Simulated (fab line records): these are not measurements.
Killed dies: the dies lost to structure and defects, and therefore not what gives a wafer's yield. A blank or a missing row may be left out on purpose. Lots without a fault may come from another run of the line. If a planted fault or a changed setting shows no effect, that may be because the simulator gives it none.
A lot that was struck, set against a sound lot	flow gf180mcu	14 out of 602 route steps
Sound: these wafers, L688.3, L688.4, L688.6. Wafers L701.2, L701.4, L701.5 were the ones struck. The cause is named last.
For every step that has rows: the tool of each side, followed by ch and its chambers, followed by its first start. Under that, the readings that differ: sound wafers	struck wafers	difference of the means	sigmas: that difference in standard deviations of wafers without a fault.
alike: words and numbers the same on both sides, and readings whose means are apart by under 2 such deviations; not compared: readings that were withheld, readings missing a value for some wafer, numbers with overlapping values and no deviation given by the record, and bounds like >300 which may hide the same value.
The two part at a step that has a row with sigmas, a row that says differs or no value, or rows on one side only. When numbers do not overlap yet have no deviation, they are printed without sigmas and do not part them. A reading that every wafer of one side lacks parts them only if that side has two wafers or more.

GF_VT_IMPLANT_RS_MEAS_49: a four-point-probe measurement.
  sound on film_metro-01, day 7 12:24; struck on film_metro-03, day 11 04:49
  alike: MVPSD_RS
then, 4 steps without rows for these wafers: GF_VT_IMPLANT_WET_ETCH_50 (etches SiO2 in dHF, target depth 20 nm, time 400 s); GF_DUAL_GATE_CLEAN_00 (cleans in SC1/SC2, time 150 s); GF_DUAL_GATE_CLEAN_01 (cleans in dHF, time 20 s); GF_DUAL_GATE_OXIDATION_02 (stabilise 600 s, purge 300 s, target thk 10.887 nm).
GF_DUAL_GATE_THK_MEAS_03:
  sound on film_metro-04, day 7 15:11; struck on film_metro-04, day 11 06:38
  alike: DUAL_GATE_OXIDATION_00_THK
then, 6 steps without rows for these wafers: GF_DUAL_GATE_DEHYDRATE_04 (time 60 s); GF_DUAL_GATE_HMDS_05 (prime time 60 s); GF_DUAL_GATE_COAT_06 (resist thk 1000 nm); GF_DUAL_GATE_SOFTBAKE_07 (time 60 s); GF_DUAL_GATE_EXPOSE_08 (exposes mask Dualgate, target cd 700 nm); GF_DUAL_GATE_PEB_09.
GF_DUAL_GATE_DEVELOP_10: develop time 60 s.
  struck on litho_track-03, day 12 01:28; sound on litho_track-03 ch 0, day 8 07:12
  no value came back on the struck wafers for chill_plate_temp_C (C), develop_time_s (s); on the sound wafers chill_plate_temp_C (C) reads 22.95 22.95 22.99
GF_DUAL_GATE_OVL_MEAS_11:
  sound on overlay-01, day 8 07:19; struck on overlay-02, day 12 01:36
reading	sound	struck	difference	sigmas
DUAL_GATE_OVL (nm)	0.1 -1.6 -1.1	- - -	no value on the struck wafers	

WHERE THEY PART
First at GF_DUAL_GATE_DEVELOP_10; last, within this record, at GF_DUAL_GATE_OVL_MEAS_11.

WHY: whatever the simulator had introduced
Whole step skipped at GF_DUAL_GATE_DEVELOP_10 on litho_track-03, starting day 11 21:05. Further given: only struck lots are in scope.
